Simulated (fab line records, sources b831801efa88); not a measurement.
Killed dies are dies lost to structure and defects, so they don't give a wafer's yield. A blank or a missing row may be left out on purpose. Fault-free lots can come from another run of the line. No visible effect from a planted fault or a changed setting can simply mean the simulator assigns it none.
fab line records ; flow gf180mcu
record: lots: 12; wafers: 36; last-day: 34
route steps=602 shown V2@398 V3@432
lots that met no fault: taken from a fault-free run of the same line
start-h: start of the lot's first displayed wafer, in hours after the record's first day ; wait-h: hours since the lot's step before ; " repeats the value in the row above ; L1.1+2: several wafers, shown together as one row ; - value missing, or start not given ; * or withheld: withheld ; < > ~ a bound
route shown NAME@n: a module of which the file shows steps, and the number in the route of the first ; usual: mean/standard deviation of fault-free wafers ; same: alike in all rows ; chamber/n: place in a boat ; sites: the reading at each site ; _std_site: the standard deviation of these ; _edge_site: inner sites' mean taken away from outer sites' mean ; radius-mm: for every site, how far away it sits from the centre of the wafer ; mask NAME#n: copy n ; behind: the tool/chamber that last shaped the wafer ; hold: why the lot went on hold/how many hours it stayed there/how the hold came to an end ; device: which transistor (n, p or np) failed to switch ; end of line: the tests these same wafers got at the end of their route ; for a step that has no rows: nothing shown but its recipe ; killed: not the wafer's yield, but the dies lost to structure and defects at the first sort ; map: shows each die of a wafer: x if killed, . if not, _ if none is there
set.NAME: the setting that was run; set.NAME@STEP: the one run at that earlier step ; model.NAME: the simulator's own value behind a step, which no gauge read
a sample of lots followed through the steps of the route, with each step as a table and each wafer as a row
services: from which hour (start-h, from the record's first day; less than 0 if before it) a tool's chamber was out of use, for how many hours, and why
== steps ==
step: GF_V2_ETCH_16
recipe: chemistry: N2/H2; target-depth-a: withheld; overetch-a: withheld; time-s: withheld; target: BARC; ion-energy-ev: 200; source-w: 500; bias-w: 100; pressure-mtorr: 30; n2-flow-sccm: 100; h2-flow-sccm: 200
usual: bias-w: 100.0/0.34; drypump-motor-current-A: 5.9/0.54; oes-product-au: 0.855/0.005; throttle-valve-pct: 13.226/0.0087
lot.wafer;tool;chamber;start-h;wait-h;bias-w;drypump-motor-current-A;oes-product-au;throttle-valve-pct
L180.1;rie-diel-01;1;474.42;0.0;100.0;6.2;0.852;13.215
L180.4;rie-diel-01;2;474.42;0.0;99.9;6.3;0.853;13.225
L180.6;rie-diel-01;1;474.42;0.0;99.8;6.3;0.852;13.229
L181.1;rie-diel-01;3;478.02;0.0;100.7;6.5;0.851;13.228
L181.3;rie-diel-01;1;478.02;0.0;99.6;6.2;0.848;13.230
L181.5;rie-diel-01;3;478.02;0.0;100.2;6.5;0.862;13.230
L183.2;rie-diel-04;2;498.91;0.0;99.9;6.0;0.861;13.212
L183.3;rie-diel-04;1;498.91;0.0;99.8;6.5;0.863;13.211
L183.6;rie-diel-04;1;498.91;0.0;99.7;6.5;0.850;13.226
L184.2;rie-diel-01;3;507.89;0.0;99.5;6.5;0.858;13.216
L184.4;rie-diel-01;1;507.89;0.0;100.8;6.3;0.858;13.215
L184.6;rie-diel-01;2;507.89;0.0;100.1;6.3;0.857;13.206
L185.1;rie-diel-03;1;523.39;0.0;99.8;6.2;0.866;13.211
L185.3;rie-diel-03;3;523.39;0.0;100.3;5.1;0.853;13.212
L185.5;rie-diel-03;0;523.39;0.0;100.1;5.2;0.854;13.221
L186.1;rie-diel-01;1;525.49;0.0;99.8;6.3;0.854;13.247
L186.2;rie-diel-01;2;525.49;0.0;100.1;6.3;0.858;13.231
L186.5;rie-diel-01;1;525.49;0.0;99.8;6.3;0.854;13.233
L191.2;rie-diel-03;1;569.71;0.0;94.7;6.3;0.852;13.214
L191.4;rie-diel-03;2;569.71;0.0;100.5;5.9;0.852;13.219
L191.5;rie-diel-03;0;569.71;0.0;100.2;5.2;0.867;13.226
L195.1;rie-diel-01;2;602.24;0.0;100.1;6.3;0.863;13.214
L195.3;rie-diel-01;0;602.24;0.0;99.8;5.4;0.848;13.222
L195.6;rie-diel-01;2;602.24;0.0;100.3;6.3;0.853;13.231
L196.1;rie-diel-04;1;604.54;0.0;100.3;6.5;0.854;13.224
L196.2;rie-diel-04;2;604.54;0.0;100.3;5.9;0.864;13.229
L196.3;rie-diel-04;3;604.54;0.0;99.7;5.6;0.854;13.237
L198.3;rie-diel-04;3;624.21;0.0;100.1;5.6;0.858;13.239
L198.5;rie-diel-04;1;624.21;0.0;99.8;6.5;0.858;13.233
L198.6;rie-diel-04;2;624.21;0.0;98.8;5.9;0.864;13.221
L201.1;rie-diel-01;3;644.74;0.0;99.9;6.5;0.851;13.207
L201.3;rie-diel-01;0;644.74;0.0;99.8;5.4;0.856;13.232
L201.6;rie-diel-01;2;644.74;0.0;100.0;6.3;0.854;13.245
L202.2;rie-diel-04;3;651.56;0.0;100.4;5.6;0.856;13.244
L202.3;rie-diel-04;0;651.56;0.0;100.0;4.8;0.859;13.226
L202.6;rie-diel-04;0;651.56;0.0;99.9;4.8;0.861;13.227
step: GF_V3_THK_MEAS_03
recipe: reads: SiO2_of_V3_CVD_02
usual: V3_CVD_02_THK: 850/12
lot.wafer;tool;chamber;start-h;wait-h;V3_CVD_02_THK[nm]
L180.1;film-metro-02;-;501.07;0.0;844
L180.4;film-metro-02;-;501.07;0.0;863
L180.6;film-metro-02;-;501.07;0.0;870
L181.1;film-metro-02;-;504.95;0.0;833
L181.3;film-metro-02;-;504.95;0.0;833
L181.5;film-metro-02;-;504.95;0.0;848
L183.2;film-metro-02;-;525.34;0.0;849
L183.3;film-metro-02;-;525.34;0.0;863
L183.6;film-metro-02;-;525.34;0.0;861
L184.2;film-metro-03;-;533.29;0.0;844
L184.4;film-metro-03;-;533.29;0.0;862
L184.6;film-metro-03;-;533.29;0.0;854
L185.1;film-metro-02;-;547.84;0.0;843
L185.3;film-metro-02;-;547.84;0.0;855
L185.5;film-metro-02;-;547.84;0.0;864
L186.1;film-metro-03;-;551.02;0.0;835
L186.2;film-metro-03;-;551.02;0.0;830
L186.5;film-metro-03;-;551.02;0.0;842
L191.2;film-metro-01;-;594.08;0.0;844
L191.4;film-metro-01;-;594.08;0.0;843
L191.5;film-metro-01;-;594.08;0.0;851
L195.1;film-metro-02;-;626.50;0.1;849
L195.3;film-metro-02;-;626.50;0.1;860
L195.6;film-metro-02;-;626.50;0.1;856
L196.1;film-metro-01;-;628.44;0.2;829
L196.2;film-metro-01;-;628.44;0.2;847
L196.3;film-metro-01;-;628.44;0.2;853
L198.3;film-metro-02;-;646.83;0.1;838
L198.5;film-metro-02;-;646.83;0.1;858
L198.6;film-metro-02;-;646.83;0.1;848
L201.1;film-metro-03;-;666.63;0.0;844
L201.3;film-metro-03;-;666.63;0.0;848
L201.6;film-metro-03;-;666.63;0.0;858
L202.2;film-metro-02;-;673.52;0.0;840
L202.3;film-metro-02;-;673.52;0.0;844
L202.6;film-metro-02;-;673.52;0.0;865
step: GF_V3_CMP_04
recipe: material: SiO2; down-force-psi: 4; platen-rpm: 60; pad-velocity-m-s: 0.94248
usual: motor-current-A: 12.6/1.3; time-to-endpoint-s: 79/5.9
lot.wafer;tool;chamber;start-h;wait-h;motor-current-A;time-to-endpoint-s
L180.4;cmp-02;3;501.13;0.0;12.0;92
L180.1;cmp-02;0;501.13;0.0;12.2;78
L180.6;cmp-02;0;501.13;0.0;12.3;87
L181.1;cmp-01;1;505.01;0.1;13.8;75
L181.3;cmp-01;3;505.01;0.1;14.2;73
L181.5;cmp-01;2;505.01;0.1;13.1;76
L183.2;cmp-02;2;525.44;0.1;9.8;84
L183.3;cmp-02;0;525.44;0.1;12.8;83
L183.6;cmp-02;1;525.44;0.1;13.3;86
L184.4;cmp-02;2;533.55;0.2;10.0;88
L184.2;cmp-02;3;533.55;0.2;12.2;84
L184.6;cmp-02;1;533.55;0.2;13.1;84
L185.1;cmp-01;2;547.90;0.1;13.8;73
L185.3;cmp-01;3;547.90;0.1;14.5;80
L185.5;cmp-01;3;547.90;0.1;13.6;81
L186.1;cmp-01;1;551.08;0.1;13.3;71
L186.2;cmp-01;2;551.08;0.1;14.3;68
L186.5;cmp-01;2;551.08;0.1;13.2;72
L191.2;cmp-02;0;594.18;0.1;12.1;72
L191.4;cmp-02;1;594.18;0.1;13.2;74
L191.5;cmp-02;3;594.18;0.1;12.1;81
L195.1;cmp-01;1;626.61;0.1;12.9;79
L195.3;cmp-01;3;626.61;0.1;14.4;80
L195.6;cmp-01;1;626.61;0.1;13.5;82
L196.2;cmp-01;0;628.50;0.0;12.5;71
L196.1;cmp-01;2;628.50;0.0;13.7;62
L196.3;cmp-01;3;628.50;0.0;13.8;73
L198.3;cmp-01;0;646.87;0.0;11.8;72
L198.5;cmp-01;0;646.87;0.0;11.9;79
L198.6;cmp-01;1;646.87;0.0;13.3;79
L201.1;cmp-02;2;666.74;0.1;9.7;77
L201.3;cmp-02;3;666.74;0.1;12.2;82
L201.6;cmp-02;1;666.74;0.1;12.3;82
L202.2;cmp-02;1;673.62;0.1;11.9;74
L202.3;cmp-02;3;673.62;0.1;11.8;79
L202.6;cmp-02;0;673.62;0.1;12.3;82
step: GF_V3_STRIP_18
recipe: chemistry: O2/N2; power-w: 1400; pressure-mtorr: 1500; platen-temp-c: 250; o2-flow-sccm: 3000; n2-flow-sccm: 300; overash-fraction: 0.5
usual: drypump-motor-current-A: 5.9/0.34; heater-power-w: 325/14; oes-product-au: 0.593/0.0047
lot.wafer;tool;chamber;start-h;wait-h;drypump-motor-current-A;heater-power-w;oes-product-au;rf-hours-counter-h
L180.1;plasma-asher-04;1;525.22;-;5.3;317;0.594;9
L180.4;plasma-asher-04;1;525.22;-;5.3;315;0.597;-
L180.6;plasma-asher-04;0;525.22;-;6.2;346;0.603;-
L181.1;plasma-asher-02;1;528.96;-;6.3;328;0.589;71
L181.3;plasma-asher-02;1;528.96;-;6.3;331;0.592;-
L181.5;plasma-asher-02;0;528.96;-;5.8;328;0.599;-
L183.2;plasma-asher-01;0;548.21;-;5.6;305;0.592;46
L183.3;plasma-asher-01;1;548.21;-;6.0;339;0.599;-
L183.6;plasma-asher-01;1;548.21;-;6.0;329;0.593;-
L184.2;plasma-asher-01;0;556.26;-;5.5;303;0.595;48
L184.4;plasma-asher-01;0;556.26;-;5.6;301;0.588;-
L184.6;plasma-asher-01;0;556.26;-;5.6;304;0.595;-
L185.1;plasma-asher-02;0;570.84;-;5.8;317;0.590;75
L185.3;plasma-asher-02;0;570.84;-;5.8;332;0.593;-
L185.5;plasma-asher-02;1;570.84;-;6.3;328;0.589;-
L186.1;plasma-asher-04;0;574.59;-;6.3;342;0.599;14
L186.2;plasma-asher-04;1;574.59;-;5.3;321;0.591;14
L186.5;plasma-asher-04;1;574.59;-;5.3;322;0.589;-
L191.2;plasma-asher-01;0;615.96;-;5.6;312;0.597;54
L191.4;plasma-asher-01;0;615.96;-;5.6;304;0.589;-
L191.5;plasma-asher-01;0;615.96;-;5.6;296;0.595;-
L195.1;plasma-asher-01;0;646.96;-;5.6;299;0.596;57
L195.3;plasma-asher-01;1;646.96;-;6.0;335;0.595;-
L195.6;plasma-asher-01;0;646.96;-;5.6;309;0.602;-
L196.1;plasma-asher-02;0;649.14;-;5.8;328;0.593;83
L196.2;plasma-asher-02;1;649.14;-;6.3;329;0.594;83
L196.3;plasma-asher-02;0;649.14;-;5.7;317;0.588;-
L198.3;plasma-asher-01;1;667.05;-;6.0;334;0.598;-
L198.5;plasma-asher-01;0;667.05;-;5.6;306;0.594;-
L198.6;plasma-asher-01;1;667.05;-;6.0;336;0.594;-
L201.1;plasma-asher-04;0;686.42;-;6.3;345;0.598;27
L201.3;plasma-asher-04;0;686.42;-;6.3;343;0.591;-
L201.6;plasma-asher-04;1;686.42;-;5.3;316;0.593;-
L202.2;plasma-asher-02;1;693.21;-;6.3;326;0.586;87
L202.3;plasma-asher-02;1;693.21;-;6.3;325;0.600;-
L202.6;plasma-asher-02;0;693.21;-;5.8;328;0.581;-
== services ==
tool;chamber;start-h;hours;kind
rie-diel-03;0;455.39;2.1;repair
rie-diel-01;-;482.46;2.8;pm
rie-diel-03;3;491.15;4.0;repair
rie-diel-01;-;543.56;0.7;repair
plasma-asher-04;-;550.29;3.8;repair
rie-diel-01;0;551.72;-;clean
cmp-01;-;561.55;9.4;pm
cmp-01;-;570.90;4.7;pm
cmp-02;-;572.39;4.0;pm
rie-diel-01;3;575.70;7.0;repair
rie-diel-01;1;583.02;17.3;repair
rie-diel-01;-;587.02;0.4;repair
rie-diel-01;0;591.04;7.9;repair
cmp-02;-;591.66;0.7;repair
rie-diel-03;2;593.16;28.6;repair
cmp-02;-;598.84;0.6;repair
rie-diel-04;2;608.10;5.5;repair
rie-diel-01;-;610.15;3.4;repair
rie-diel-04;0;628.02;20.5;repair
rie-diel-04;1;643.00;15.4;repair
rie-diel-01;0;647.28;69.7;repair
cmp-01;-;654.54;0.6;repair
plasma-asher-02;-;654.79;14.6;pm
plasma-asher-01;-;672.20;22.1;pm
== key ==
first-sign: step: GF_V2_ETCH_16; reading: bias-w; direction: down; sigmas: 16; usual: 100.0; struck: 94.7
effect none on later readings
met-at GF_V2_ETCH_16
struck-lots L191
struck-wafers L191.2
not-acting-at GF_V3_THK_MEAS_03,GF_V3_CMP_04,GF_V3_STRIP_18
onset-between 523.39 569.71
fault: kind: process-parameter-drift; tool: rie-diel-03; chamber: 1; onset-h: 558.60; steps: GF_V2_ETCH_16; channel: bias-w; offset: -4.9935; shape: step; end-h: 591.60; acts-in: these-recipes-only; stated: 100
